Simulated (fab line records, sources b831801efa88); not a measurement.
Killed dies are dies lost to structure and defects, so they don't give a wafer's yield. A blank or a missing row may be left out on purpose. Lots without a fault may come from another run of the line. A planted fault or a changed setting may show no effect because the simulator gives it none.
fab line records | flow gf180mcu | part 2 of 2: steps 30 to 39 of 39
record lots=5 wafers=15 last_day=34
route steps=602 shown V3@441 M4@456 V4@476
lots that met no fault: from a run of the same line without faults
start_h: hours from the record's first day to the start of the lot's first wafer shown | wait_h: hours since the lot's step before | " the same as in the row above | L1.1+2: a row that stands for several wafers | - no value, or no start given | * or withheld: withheld | < > ~ a bound
route shown NAME@n: a module of which the file shows steps, and the number in the route of the first | usual: mean/standard deviation of fault-free wafers | same: alike in all rows | chamber/n: place in a boat | sites: the reading at each site | _std_site: their standard deviation | _edge_site: outer sites' mean less inner sites' | radius_mm: how far each site lies from the wafer's centre | mask NAME#n: copy n | behind: the tool/chamber that last shaped the wafer | hold: why the lot was held/for how many hours/how that ended | device: the transistor (n, p or np) that didn't switch | end of line: the same wafers' tests at the end of the route | a step without rows: its recipe alone | killed: dies lost to structure and defects at the first sort, not the wafer's yield | map: a wafer's dies, x killed, . not, _ none there
set.NAME: the setting as run; set.NAME@STEP: as run at that earlier step | model.NAME: the simulator's own value behind a step, which no gauge read
lots at some steps of the route; a table a step, a row a wafer
services: from which hour (start_h, from the record's first day; less than 0 if before it) a tool's chamber was out of use, for how many hours, and why
## steps
# step GF_M4_CD_MEAS_14
# recipe target_cd_nm=280
# usual cd_nm=280.2/1.3
# columns lot.wafer tool chamber start_h wait_h cd_nm
L077.3 cd_sem-02 - 562.66 0.1 279.7
L077.4 " - " " 278.3
L077.5 " - " " 278.4
L082.1 cd_sem-02 - 602.92 0.1 281.5
L082.3 " - " " 280.3
L082.6 " - " " 280.6
L087.1 cd_sem-01 - 642.69 0.1 279.1
L087.2 " - " " 279.0
L087.5 " - " " 278.5
L094.1 cd_sem-02 - 692.74 0.1 281.6
L094.2 " - " " 280.4
L094.4 " - " " 281.1
L097.2 cd_sem-02 - 707.14 0.1 281.8
L097.3 " - " " 280.4
L097.4 " - " " 281.2
# step GF_M4_OVL_MEAS_15
# usual M4_OVL=1/5.1
# columns lot.wafer tool chamber start_h wait_h M4_OVL[nm]
L077.3 overlay-01 - 562.75 0.1 -3
L077.4 " - " " -10
L077.5 " - " " 4
L082.1 overlay-01 - 603.04 0.1 1
L082.3 " - " " -1
L082.6 " - " " 2
L087.1 overlay-01 - 642.81 0.1 -6
L087.2 " - " " 0
L087.5 " - " " -4
L094.1 overlay-01 - 692.86 0.1 -7
L094.2 " - " " -2
L094.4 " - " " 0
L097.2 overlay-01 - 707.25 0.1 8
L097.3 " - " " 7
L097.4 " - " " 8
# step GF_M4_METAL_ETCH_16
# recipe chemistry=Cl2/BCl3 mask_material=KrF target_depth_nm=627.5 stop_on=SiO2 pressure_mtorr=8 icp_w=800 bias_w=140 Cl2_flow_sccm=80 bcl3_flow_sccm=40 time_s=104.6
# usual bcl3_flow_sccm=40.00/0.12 drypump_motor_current_A=5.41/0.19 oes_product_au=0.972/0.0064 throttle_valve_pct=28.249/0.009
# columns lot.wafer tool chamber start_h wait_h bcl3_flow_sccm drypump_motor_current_A oes_product_au rf_hours_counter_h throttle_valve_pct
L077.3 rie_metal-04 1 562.81 0.1 39.90 5.25 0.974 - 28.247
L077.4 " 0 " " 39.94 5.38 0.979 - 28.242
L077.5 " 1 " " 40.01 5.27 0.983 - 28.246
L082.1 rie_metal-04 0 603.07 0.0 39.94 5.33 0.971 10 28.244
L082.3 " 1 " " 40.04 5.30 0.972 - 28.247
L082.6 " 0 " " 39.95 5.36 0.967 - 28.241
L087.1 rie_metal-01 1 642.85 0.0 40.04 5.39 0.975 11 28.248
L087.2 " 0 " " 40.03 5.24 0.974 13 28.250
L087.5 " 1 " " 40.07 5.39 0.977 - 28.253
L094.1 rie_metal-01 1 692.90 0.0 40.09 5.42 0.968 14 28.250
L094.2 " 0 " " 39.93 5.24 0.972 0 28.265
L094.4 " 0 " " 40.02 5.23 0.964 - 28.255
L097.2 rie_metal-04 1 707.32 0.1 39.90 5.29 0.972 - 28.262
L097.3 " 1 " " 39.85 5.28 0.975 - 28.251
L097.4 " 1 " " 39.96 5.29 0.969 - 28.241
# step GF_M4_STRIP_17
# recipe chemistry=O2/N2 power_w=1400 pressure_mtorr=1500 platen_temp_c=250 o2_flow_sccm=3000 n2_flow_sccm=300 overash_fraction=0.5
# usual drypump_motor_current_A=5.5/0.52 heater_power_w=333/23 oes_product_au=0.557/0.0053 strip_time_to_endpoint_s=7.85/0.039
# columns lot.wafer tool chamber start_h wait_h drypump_motor_current_A heater_power_w oes_product_au rf_hours_counter_h strip_time_to_endpoint_s
L077.3 plasma_asher-04 0 562.92 0.1 5.3 332 0.560 - 7.85
L077.4 " 1 " " 5.1 343 0.564 - 7.86
L077.5 " 1 " " 5.1 343 0.557 - 7.88
L082.1 plasma_asher-04 1 603.18 0.1 5.1 337 0.558 52 7.86
L082.3 " 0 " " 5.3 341 0.565 - 7.88
L082.6 " 0 " " 5.4 342 0.559 - 7.90
L087.1 plasma_asher-03 1 642.96 0.1 5.0 311 0.559 17 7.90
L087.2 " 0 " " 4.9 307 0.560 17 7.86
L087.5 " 1 " " 5.0 302 0.561 - 7.84
L094.1 plasma_asher-02 0 693.01 0.1 6.3 370 0.557 94 7.84
L094.2 " 1 " " 6.0 318 0.552 94 7.80
L094.4 " 1 " " 6.0 323 0.553 - 7.84
L097.2 plasma_asher-04 1 707.51 0.1 5.1 349 0.554 62 7.86
L097.3 " 1 " " 5.1 342 0.556 - 7.81
L097.4 " 0 " " 5.3 345 0.555 - 7.84
# step GF_M4_STRIP_18
# recipe chemistry=post_etch_residue_remover time_s=1200 temp_c=72.5
# columns lot.wafer tool chamber start_h wait_h
L077.3+4+5 wet_bench-01 1 562.99 0.0
L082.1+3+6 wet_bench-04 3 603.28 0.1
L087.1+2+5 wet_bench-02 3 643.06 0.1
L094.1+2+4 wet_bench-04 0 693.11 0.1
L097.2+3+4 wet_bench-04 2 707.61 0.1
# step GF_M4_CLEAN_19
# recipe chemistry=DIW dry=n2_spin
# columns lot.wafer tool chamber start_h wait_h
L077.3+4+5 wet_bench-02 0 563.33 0.0
L082.1+3+6 wet_bench-01 2 603.63 0.0
L087.1+2+5 wet_bench-01 2 643.40 0.0
L094.1+2+4 wet_bench-01 2 693.45 0.0
L097.2+3+4 wet_bench-04 1 707.95 0.0
# step GF_V4_CVD_00
# recipe material=SiO2 target_thk_nm=600 sigma_open_frac=0.3 temp_c=400 time_s=100 sih4_flow_sccm=60 pressure_mtorr=6
# columns lot.wafer tool chamber start_h wait_h
L077.3+4+5 hdpcvd-02 1,1,0 563.42 0.0
L082.1+3+6 hdpcvd-01 1,0,2 603.73 0.0
L087.1+2+5 hdpcvd-01 1,0,0 643.49 0.0
L094.1+2+4 hdpcvd-02 0,2,0 693.55 0.0
L097.2+3+4 hdpcvd-02 2,0,2 708.04 0.0
# step GF_V4_THK_MEAS_01
# recipe reads=SiO2_of_V4_CVD_00
# usual V4_CVD_00_THK=598/6.2
# columns lot.wafer tool chamber start_h wait_h V4_CVD_00_THK[nm]
L077.3 film_metro-03 - 563.51 0.1 604
L077.4 " - " " 602
L077.5 " - " " 607
L082.1 film_metro-04 - 603.80 0.0 598
L082.3 " - " " 605
L082.6 " - " " 605
L087.1 film_metro-04 - 643.57 0.0 592
L087.2 " - " " 592
L087.5 " - " " 595
L094.1 film_metro-04 - 693.64 0.1 600
L094.2 " - " " 597
L094.4 " - " " 595
L097.2 film_metro-03 - 708.12 0.0 601
L097.3 " - " " 603
L097.4 " - " " 600
# step GF_V4_CVD_02
# recipe material=SiO2 target_thk_nm=850 precursor=TEOS temp_c=400 time_s=94.851 rf_w=600
# usual heater_power_w=665/98
# columns lot.wafer tool chamber start_h wait_h heater_power_w
L077.3 pecvd-04 0 563.59 0.1 650
L077.4 " 1 " " 565
L077.5 " 1 " " 622
L082.1 pecvd-02 0 603.86 0.1 629
L082.3 " 1 " " 657
L082.6 " 2 " " 733
L087.1 pecvd-04 1 643.63 0.1 613
L087.2 " 0 " " 653
L087.5 " 0 " " 518
L094.1 pecvd-02 0 693.70 0.1 639
L094.2 " 1 " " 608
L094.4 " 1 " " 667
L097.2 pecvd-04 0 708.17 0.0 534
L097.3 " 2 " " 535
L097.4 " 1 " " 702
# step GF_V4_THK_MEAS_03
# recipe reads=SiO2_of_V4_CVD_02
# usual V4_CVD_02_THK=852/9.8
# columns lot.wafer tool chamber start_h wait_h V4_CVD_02_THK[nm]
L077.3 film_metro-02 - 563.68 0.1 862
L077.4 " - " " 865
L077.5 " - " " 867
L082.1 film_metro-04 - 603.93 0.0 837
L082.3 " - " " 838
L082.6 " - " " 863
L087.1 film_metro-02 - 643.70 0.0 846
L087.2 " - " " 844
L087.5 " - " " 862
L094.1 film_metro-02 - 693.77 0.0 830
L094.2 " - " " 839
L094.4 " - " " 851
L097.2 film_metro-04 - 708.25 0.0 839
L097.3 " - " " 851
L097.4 " - " " 853
## services
# columns tool chamber start_h hours kind
hdpcvd-02 0 529.23 17.7 repair
krf_scanner-02 - 533.73 0.8 pm
krf_scanner-02 - 535.19 1.0 pm
krf_scanner-02 - 536.19 1.3 pm
hdpcvd-02 - 537.13 0.7 repair
plasma_asher-01 - 537.65 8.9 pm
hdpcvd-02 - 539.25 15.0 pm
wet_bench-02 - 549.33 2.3 repair
pvd_sputter-03 - 558.30 1.1 repair
cvd_w-01 0 595.86 4.1 repair
rie_diel-01 - 598.75 0.5 repair
pvd_sputter-01 - 600.61 1.0 repair
plasma_asher-04 - 604.75 5.0 repair
rie_diel-01 3 640.09 5.3 repair
rie_diel-01 1 643.30 2.7 repair
wet_bench-04 - 645.13 1.7 repair
krf_scanner-02 - 659.73 3.9 repair
krf_scanner-02 - 673.62 0.8 pm
krf_scanner-02 - 675.39 1.0 pm
pvd_sputter-02 - 680.69 3.5 repair
krf_scanner-02 - 688.11 1.3 pm
pvd_sputter-02 - 691.43 0.7 repair
pvd_sputter-02 - 693.74 4.9 repair
rie_diel-01 2 706.43 21.5 repair
